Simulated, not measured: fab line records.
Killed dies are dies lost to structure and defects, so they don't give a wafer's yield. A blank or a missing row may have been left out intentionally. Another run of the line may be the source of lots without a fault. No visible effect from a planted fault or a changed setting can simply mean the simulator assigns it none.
Matching of chambers -- flow gf180mcu -- GF_CONTACT_CMP_27 on cmp-02 has 4 sister chambers
The step polishes, stops on SiO2, t overpolish 15 s, target thk 0 nm. 4 wafers are shown with their chamber, then 7 later ones without.

== WAFERS WITH THEIR CHAMBER ==
wafer,chamber,motor-current-A (A)
L151.3,3,10.5
L152.5,1,9.5
L154.2,0,11.2
L154.4,2,10.9

== WAFERS WHOSE CHAMBER IS MISSING ==
wafer,motor-current-A (A)
L154.6,11.6
L156.1,9.9
L156.3,10.8
L156.5,9.9
L161.1,11.1
L161.5,9.6
L161.6,10.5

== CHAMBER TAKEN BY EACH ==
wafer,from the rows above,in truth
L154.6,can't be placed: 0 or 2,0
L156.1,can't be placed: 1 or 3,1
L156.3,can't be placed: 2 or 3 or 0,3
L156.5,can't be placed: 1 or 3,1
L161.1,can't be placed: 0 or 2 or 3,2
L161.5,1,1
L161.6,can't be placed: 3 or 2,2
Placed correctly: 1 of 7. These rows do not allow placing 6 (true chamber among the candidates in 6). Wrongly placed: 0.
How it was worked out, from the rows above alone: a wafer's distance from a chamber is the root of the sum, over the readings, of the square of ((its reading less the chamber's mean) divided by the reading's scatter). The wafer belongs to the nearest chamber; if the next one is less than 2 further off, it can't be placed. The mean given for a chamber averages the wafers shown for that chamber. The scatter: with one shown wafer a chamber, the root of the mean of the squares of how far each hidden wafer lies from its nearest shown one.
